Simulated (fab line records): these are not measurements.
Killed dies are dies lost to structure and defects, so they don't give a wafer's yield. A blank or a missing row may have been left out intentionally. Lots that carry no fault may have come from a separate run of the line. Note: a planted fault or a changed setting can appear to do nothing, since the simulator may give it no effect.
fab line records + flow sky130
record:
- lots: 6
- wafers: 18
- lastDay: 50
route steps=708 shown METAL4@600 CAP2M@603
lots that met no fault: from a run of the same line without faults
startH: start of the lot's first displayed wafer, in hours after the record's first day + waitH: time in hours since the lot's previous step + " same as the row above + L1.1+2: one row covering several wafers at once + - either no value or no given start + * or withheld: withheld + < > ~ a bound
route shown NAME@n: NAME is a module with steps in the file, n the number in the route of the first one + usual: the fault-free wafers' mean and standard deviation + same: alike in all rows + chamber/n: place in a boat + sites: the reading at each site + _std_site: how widely they spread, as a standard deviation + _edge_site: inner sites' mean taken away from outer sites' mean + radiusMm: how far each site lies from the wafer's centre + mask NAME#n: copy n + behind: the most recent tool/chamber to have shaped the wafer + hold: what put the lot on hold/how long, in hours/how the hold closed + device: whichever transistor did not switch (one of n, p or np) + end of line: tests of these same wafers at the route's end + a step given without rows: its recipe and nothing more + killed: the dies lost at the first sort to structure and to defects; this is not the yield of the wafer + map: a wafer's dies, x killed, . not, _ none there
set.NAME: the setting that was run; set.NAME@STEP: the one run at that earlier step + model.NAME: the simulator's own value behind a step, which no gauge read
a table for each step, a row for each wafer; lots at some steps of the route
services: from which hour (startH, from the record's first day; less than 0 if before it) a tool's chamber was out of use, for how many hours, and why
== steps ==
step: SKY_METAL4_SPUTTER_02
recipe:
- material: AlCu
- targetThkNm: 735
- powerW: 10600
- timeS: 39.1
- chamberPressurePa: 0.4
usual:
- throttleValvePct: 30.0/0.89
| lot.wafer | tool          | chamber | startH  | waitH | throttleValvePct |
|-----------|---------------|---------|---------|-------|------------------|
| L308.3    | pvdSputter-03 | -       | 950.81  | 0.0   | 31.2             |
| L308.4    | "             | -       | "       | "     | 28.6             |
| L308.5    | "             | -       | "       | "     | 29.2             |
| L319.1    | pvdSputter-01 | -       | 1048.59 | 0.0   | 29.8             |
| L319.3    | "             | -       | "       | "     | 29.0             |
| L319.4    | "             | -       | "       | "     | 29.8             |
| L322.1    | pvdSputter-01 | -       | 1056.40 | 0.0   | 29.7             |
| L322.2    | "             | -       | "       | "     | 28.9             |
| L322.6    | "             | -       | "       | "     | 30.4             |
| L321.3    | pvdSputter-04 | -       | 1059.18 | 0.0   | 30.8             |
| L321.5    | "             | -       | "       | "     | 30.5             |
| L321.6    | "             | -       | "       | "     | 30.4             |
| L328.1    | pvdSputter-01 | -       | 1076.71 | 0.0   | 29.7             |
| L328.2    | "             | -       | "       | "     | 28.8             |
| L328.3    | "             | -       | "       | "     | 29.5             |
| L327.1    | pvdSputter-03 | -       | 1080.32 | 0.0   | 29.6             |
| L327.4    | "             | -       | "       | "     | 31.0             |
| L327.6    | "             | -       | "       | "     | 30.9             |
step: SKY_METAL4_SPUTTER_03
recipe:
- material: Ti
- targetThkNm: 5
- powerW: 3000
- timeS: 3.3
- chamberPressurePa: 0.4
usual:
- throttleValvePct: 30.0/0.91
| lot.wafer | tool          | chamber | startH  | waitH | throttleValvePct |
|-----------|---------------|---------|---------|-------|------------------|
| L308.3    | pvdSputter-03 | -       | 950.85  | 0.0   | 31.5             |
| L308.4    | "             | -       | "       | "     | 28.5             |
| L308.5    | "             | -       | "       | "     | 29.0             |
| L319.1    | pvdSputter-01 | -       | 1048.63 | 0.0   | 29.8             |
| L319.3    | "             | -       | "       | "     | 28.7             |
| L319.4    | "             | -       | "       | "     | 29.8             |
| L322.1    | pvdSputter-01 | -       | 1056.44 | 0.0   | 29.6             |
| L322.2    | "             | -       | "       | "     | 28.6             |
| L322.6    | "             | -       | "       | "     | 30.4             |
| L321.3    | pvdSputter-04 | -       | 1059.22 | 0.0   | 30.7             |
| L321.5    | "             | -       | "       | "     | 30.9             |
| L321.6    | "             | -       | "       | "     | 30.1             |
| L328.1    | pvdSputter-01 | -       | 1076.75 | 0.0   | 30.0             |
| L328.2    | "             | -       | "       | "     | 28.8             |
| L328.3    | "             | -       | "       | "     | 29.8             |
| L327.1    | pvdSputter-03 | -       | 1080.36 | 0.0   | 29.7             |
| L327.4    | "             | -       | "       | "     | 31.1             |
| L327.6    | "             | -       | "       | "     | 30.8             |
step: SKY_METAL4_SPUTTER_04
recipe:
- material: TiN
- targetThkNm: 70
- powerW: 6500
- timeS: 58.3
- chamberPressurePa: 0.4
usual:
- throttleValvePct: 30.0/0.88
| lot.wafer | tool          | chamber | startH  | waitH | throttleValvePct |
|-----------|---------------|---------|---------|-------|------------------|
| L308.3    | pvdSputter-03 | -       | 950.87  | 0.0   | 31.0             |
| L308.4    | "             | -       | "       | "     | 28.5             |
| L308.5    | "             | -       | "       | "     | 29.1             |
| L319.1    | pvdSputter-01 | -       | 1048.65 | 0.0   | 29.8             |
| L319.3    | "             | -       | "       | "     | 29.0             |
| L319.4    | "             | -       | "       | "     | 29.8             |
| L322.1    | pvdSputter-01 | -       | 1056.46 | 0.0   | 29.8             |
| L322.2    | "             | -       | "       | "     | 28.7             |
| L322.6    | "             | -       | "       | "     | 30.5             |
| L321.3    | pvdSputter-04 | -       | 1059.23 | 0.0   | 30.8             |
| L321.5    | "             | -       | "       | "     | 30.7             |
| L321.6    | "             | -       | "       | "     | 30.2             |
| L328.1    | pvdSputter-01 | -       | 1076.77 | 0.0   | 29.6             |
| L328.2    | "             | -       | "       | "     | 28.9             |
| L328.3    | "             | -       | "       | "     | 29.6             |
| L327.1    | pvdSputter-03 | -       | 1080.38 | 0.0   | 29.8             |
| L327.4    | "             | -       | "       | "     | 31.1             |
| L327.6    | "             | -       | "       | "     | 31.3             |
step: SKY_CAP2M_CVD_00
recipe:
- material: SiO2
- targetThkNm: 15.5
- tempC: 400
- timeS: withheld
- rfW: 450
usual:
- heaterPowerW: 676/110
| lot.wafer | tool     | chamber | startH  | waitH | heaterPowerW |
|-----------|----------|---------|---------|-------|--------------|
| L308.3    | pecvd-03 | 0       | 950.92  | 0.0   | 821          |
| L308.4    | "        | 0       | "       | "     | 818          |
| L308.5    | "        | 1       | "       | "     | 488          |
| L319.1    | pecvd-02 | 2       | 1048.70 | 0.0   | 733          |
| L319.3    | "        | 1       | "       | "     | 650          |
| L319.4    | "        | 0       | "       | "     | 742          |
| L322.1    | pecvd-04 | 0       | 1056.51 | 0.0   | 773          |
| L322.2    | "        | 2       | "       | "     | 533          |
| L322.6    | "        | 0       | "       | "     | 765          |
| L321.3    | pecvd-02 | 1       | 1059.28 | 0.0   | 652          |
| L321.5    | "        | 2       | "       | "     | 768          |
| L321.6    | "        | 1       | "       | "     | 647          |
| L328.1    | pecvd-02 | 1       | 1076.82 | 0.0   | 650          |
| L328.2    | "        | 0       | "       | "     | 700          |
| L328.3    | "        | 2       | "       | "     | 822          |
| L327.1    | pecvd-02 | 0       | 1080.43 | 0.0   | 738          |
| L327.4    | "        | 1       | "       | "     | 534          |
| L327.6    | "        | 2       | "       | "     | 802          |
step: SKY_CAP2M_THK_MEAS_01
recipe:
- reads: SiO2_of_CAP2M_CVD_00
usual:
- CAP2M_CVD_00_THK: 15.60/0.19
| lot.wafer | tool         | chamber | startH  | waitH | CAP2M_CVD_00_THK[nm] |
|-----------|--------------|---------|---------|-------|----------------------|
| L308.3    | filmMetro-02 | -       | 950.96  | -     | 15.83                |
| L308.4    | "            | -       | "       | "     | 15.83                |
| L308.5    | "            | -       | "       | "     | 15.84                |
| L319.1    | filmMetro-02 | -       | 1048.72 | -     | 15.44                |
| L319.3    | "            | -       | "       | "     | 15.56                |
| L319.4    | "            | -       | "       | "     | 15.77                |
| L322.1    | filmMetro-03 | -       | 1056.53 | -     | 15.54                |
| L322.2    | "            | -       | "       | "     | 15.77                |
| L322.6    | "            | -       | "       | "     | 15.84                |
| L321.3    | filmMetro-03 | -       | 1059.33 | -     | 15.44                |
| L321.5    | "            | -       | "       | "     | 15.58                |
| L321.6    | "            | -       | "       | "     | 15.65                |
| L328.1    | filmMetro-04 | -       | 1076.84 | -     | 15.42                |
| L328.2    | "            | -       | "       | "     | 15.44                |
| L328.3    | "            | -       | "       | "     | 15.48                |
| L327.1    | filmMetro-02 | -       | 1080.45 | -     | 15.49                |
| L327.4    | "            | -       | "       | "     | 15.69                |
| L327.6    | "            | -       | "       | "     | 15.73                |
step: SKY_CAP2M_SPUTTER_02
recipe:
- material: TiN
- targetThkNm: 200
- tempC: 300
- powerW: 6500
- timeS: 166.7
- chamberPressurePa: 0.4
usual:
- throttleValvePct: 29.8/0.87
| lot.wafer | tool          | chamber | startH  | waitH | throttleValvePct |
|-----------|---------------|---------|---------|-------|------------------|
| L308.3    | pvdSputter-01 | -       | 951.00  | 0.0   | 30.2             |
| L308.4    | "             | -       | "       | "     | 29.7             |
| L308.5    | "             | -       | "       | "     | 29.0             |
| L319.1    | pvdSputter-03 | -       | 1048.78 | 0.1   | 28.9             |
| L319.3    | "             | -       | "       | "     | 29.6             |
| L319.4    | "             | -       | "       | "     | 28.3             |
| L322.1    | pvdSputter-02 | -       | 1056.59 | 0.1   | 30.3             |
| L322.2    | "             | -       | "       | "     | 30.9             |
| L322.6    | "             | -       | "       | "     | 31.0             |
| L321.3    | pvdSputter-03 | -       | 1059.37 | 0.0   | 29.2             |
| L321.5    | "             | -       | "       | "     | 29.7             |
| L321.6    | "             | -       | "       | "     | 31.0             |
| L328.1    | pvdSputter-03 | -       | 1076.90 | 0.1   | 29.5             |
| L328.2    | "             | -       | "       | "     | 29.0             |
| L328.3    | "             | -       | "       | "     | 31.0             |
| L327.1    | pvdSputter-02 | -       | 1080.51 | 0.1   | 31.0             |
| L327.4    | "             | -       | "       | "     | 30.8             |
| L327.6    | "             | -       | "       | "     | 29.2             |
step: SKY_CAP2M_RS_MEAS_03
recipe:
- thkMeasGauge: four-point-probe
- reads: TiN_of_CAP2M_SPUTTER_02
usual:
- CAP2M_TIN_RS: 6.88/0.077
| lot.wafer | tool         | chamber | startH  | waitH | CAP2M_TIN_RS[ohm/sq] |
|-----------|--------------|---------|---------|-------|----------------------|
| L308.3    | filmMetro-04 | -       | 951.15  | 0.1   | 6.85                 |
| L308.4    | "            | -       | "       | "     | 6.93                 |
| L308.5    | "            | -       | "       | "     | 6.85                 |
| L319.1    | filmMetro-04 | -       | 1048.90 | 0.1   | 6.84                 |
| L319.3    | "            | -       | "       | "     | 6.78                 |
| L319.4    | "            | -       | "       | "     | 6.82                 |
| L322.1    | filmMetro-02 | -       | 1056.70 | 0.1   | 6.86                 |
| L322.2    | "            | -       | "       | "     | 6.92                 |
| L322.6    | "            | -       | "       | "     | 6.92                 |
| L321.3    | filmMetro-03 | -       | 1059.51 | 0.1   | 6.79                 |
| L321.5    | "            | -       | "       | "     | 6.82                 |
| L321.6    | "            | -       | "       | "     | 6.83                 |
| L328.1    | filmMetro-03 | -       | 1077.01 | 0.1   | 6.85                 |
| L328.2    | "            | -       | "       | "     | 6.79                 |
| L328.3    | "            | -       | "       | "     | 6.82                 |
| L327.1    | filmMetro-04 | -       | 1080.62 | 0.1   | 6.78                 |
| L327.4    | "            | -       | "       | "     | 6.78                 |
| L327.6    | "            | -       | "       | "     | 6.87                 |
step: SKY_CAP2M_THK_MEAS_04
recipe:
- thkMeasGauge: xrf
- reads: TiN_of_CAP2M_SPUTTER_02
usual:
- CAP2M_TIN_THK: 200.0/2.5
| lot.wafer | tool         | chamber | startH  | waitH | CAP2M_TIN_THK[nm] |
|-----------|--------------|---------|---------|-------|-------------------|
| L308.3    | filmMetro-04 | -       | 951.25  | 0.1   | 201.2             |
| L308.4    | "            | -       | "       | "     | 199.6             |
| L308.5    | "            | -       | "       | "     | 201.8             |
| L319.1    | filmMetro-04 | -       | 1049.02 | 0.1   | 201.2             |
| L319.3    | "            | -       | "       | "     | 203.2             |
| L319.4    | "            | -       | "       | "     | 201.7             |
| L322.1    | filmMetro-02 | -       | 1056.82 | 0.1   | 201.4             |
| L322.2    | "            | -       | "       | "     | 198.5             |
| L322.6    | "            | -       | "       | "     | 198.5             |
| L321.3    | filmMetro-03 | -       | 1059.61 | 0.1   | 203.9             |
| L321.5    | "            | -       | "       | "     | 202.9             |
| L321.6    | "            | -       | "       | "     | 201.6             |
| L328.1    | filmMetro-03 | -       | 1077.13 | 0.1   | 202.5             |
| L328.2    | "            | -       | "       | "     | 204.1             |
| L328.3    | "            | -       | "       | "     | 202.2             |
| L327.1    | filmMetro-04 | -       | 1080.74 | 0.1   | 202.0             |
| L327.4    | "            | -       | "       | "     | 202.9             |
| L327.6    | "            | -       | "       | "     | 199.4             |
step: SKY_CAP2M_DEHYDRATE_05
recipe:
- tempC: 200
- timeS: 60
step: SKY_CAP2M_HMDS_06
recipe:
- primeTimeS: 60
- primeTempC: 120
step: SKY_CAP2M_COAT_07
recipe:
- resist: NOVOLAK
- spinRpm: 2931
- resistThkNm: 1140
step: SKY_CAP2M_SOFTBAKE_08
recipe:
- tempC: 90
- timeS: 60
- resist: NOVOLAK
step: SKY_CAP2M_EXPOSE_09
recipe:
- maskId: CAP2M
- na: 0.6
- sourceShape: conventional
- sigmaOuter: 0.6
- polarization: unpolarized
- targetCdNm: 1000
- doseMj: 159
usual:
- exposureDoseMJCm2: 158.97/0.15
- focusOffsetNm: 0.1/0.47
- stageVelMmS: 500.04/0.27
| lot.wafer | tool            | chamber | startH  | waitH | mask    | exposureDoseMJCm2 | focusOffsetNm | stageVelMmS |
|-----------|-----------------|---------|---------|-------|---------|-------------------|---------------|-------------|
| L308.3    | ilineStepper-01 | 0       | 962.56  | -     | CAP2M#0 | 159.06            | 0.0           | 499.99      |
| L308.4    | "               | 0       | "       | "     | CAP2M#0 | 158.98            | -0.7          | 499.58      |
| L308.5    | "               | 0       | "       | "     | CAP2M#0 | 158.95            | 0.4           | 500.14      |
| L319.1    | ilineStepper-02 | 0       | 1059.83 | -     | CAP2M#0 | 159.11            | -0.2          | 500.19      |
| L319.3    | "               | 0       | "       | "     | CAP2M#0 | 159.05            | 0.1           | 499.93      |
| L319.4    | "               | 0       | "       | "     | CAP2M#0 | 158.76            | -0.5          | 500.09      |
| L322.1    | ilineStepper-02 | -       | 1067.63 | -     | CAP2M#0 | -                 | -             | -           |
| L322.2    | "               | -       | "       | "     | CAP2M#0 | -                 | -             | -           |
| L322.6    | "               | -       | "       | "     | CAP2M#0 | -                 | -             | -           |
| L321.3    | ilineStepper-02 | -       | 1069.95 | -     | CAP2M#0 | -                 | -             | -           |
| L321.5    | "               | -       | "       | "     | CAP2M#0 | -                 | -             | -           |
| L321.6    | "               | -       | "       | "     | CAP2M#0 | -                 | -             | -           |
| L328.1    | ilineStepper-01 | 0       | 1087.85 | -     | CAP2M#0 | 158.75            | 0.3           | 499.70      |
| L328.2    | "               | 0       | "       | "     | CAP2M#0 | 158.87            | -0.6          | 499.92      |
| L328.3    | "               | 0       | "       | "     | CAP2M#0 | 159.03            | -0.3          | 499.80      |
| L327.1    | ilineStepper-02 | 0       | 1091.08 | -     | CAP2M#0 | 158.98            | -0.2          | 500.09      |
| L327.4    | "               | 0       | "       | "     | CAP2M#0 | 159.01            | -0.6          | 499.92      |
| L327.6    | "               | 0       | "       | "     | CAP2M#0 | 159.02            | 0.4           | 500.04      |
step: SKY_CAP2M_PEB_10
recipe:
- tempC: withheld
- timeS: *
- resist: NOVOLAK
== services ==
| tool            | chamber | startH  | hours | kind                         |
|-----------------|---------|---------|-------|------------------------------|
| pvdSputter-02   | -       | 940.01  | 12.7  | repair                       |
| ilineStepper-02 | -       | 941.17  | -     | calibration                  |
| pvdSputter-04   | -       | 942.93  | 7.2   | repair                       |
| ilineStepper-02 | 0       | 949.19  | -     | calibration                  |
| pecvd-02        | 2       | 951.64  | 25.8  | repair                       |
| pecvd-04        | -       | 960.23  | 1.7   | repair                       |
| pecvd-02        | -       | 965.75  | 5.5   | pm                           |
| pecvd-03        | 2       | 966.89  | 16.5  | scheduledDown                |
| ilineStepper-01 | 0       | 984.88  | -     | calibration                  |
| pecvd-02        | 0       | 993.74  | -     | calibration                  |
| pvdSputter-04   | -       | 999.38  | 3.8   | repair                       |
| pecvd-03        | 1       | 1004.86 | 2.1   | scheduledDown                |
| pecvd-03        | 1       | 1006.99 | -     | clean                        |
| pecvd-03        | 1       | 1006.99 | -     | consumableReplace:showerhead |
| pecvd-03        | 1       | 1006.99 | 29.0  | scheduledDown                |
| pecvd-04        | 0       | 1007.22 | 2.2   | repair                       |
| pecvd-03        | -       | 1013.75 | 1.8   | repair                       |
| pvdSputter-03   | -       | 1016.93 | 3.4   | repair                       |
| ilineStepper-02 | -       | 1025.41 | 1.8   | repair                       |
| pecvd-02        | -       | 1028.35 | 1.1   | repair                       |
| ilineStepper-01 | -       | 1041.86 | 4.5   | repair                       |
| pvdSputter-02   | -       | 1042.24 | 1.9   | repair                       |
| pecvd-02        | 2       | 1056.42 | 2.1   | scheduledDown                |
| pvdSputter-02   | -       | 1064.61 | 13.9  | repair                       |
== key ==
firstSign:
- step: SKY_CAP2M_EXPOSE_09
- reading: toolRecord
- direction: missing
effect none on later readings
metAt SKY_CAP2M_EXPOSE_09
struckWafers L321.3,L321.5,L321.6,L322.1,L322.2,L322.6
laterRowsLeftOut L321.3,L321.5,L321.6,L322.1,L322.2,L322.6
sortLeftOut L321.3,L321.5,L321.6,L322.1,L322.2,L322.6
onsetBetween 1059.83 1067.63
fault:
- kind: skippedStepWhole
- tool: ilineStepper-02
- chamber: -
- onsetH: 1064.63
- steps: SKY_CAP2M_EXPOSE_09
- scope: struckLotsOnly
sortLeftOut: the simulated sort isn't trusted on such a fault, so these wafers' sort isn't shown, and their yield isn't known
laterRowsLeftOut: the simulator's readings of these wafers behind a module that went badly wrong aren't trusted and aren't shown, but for the sort
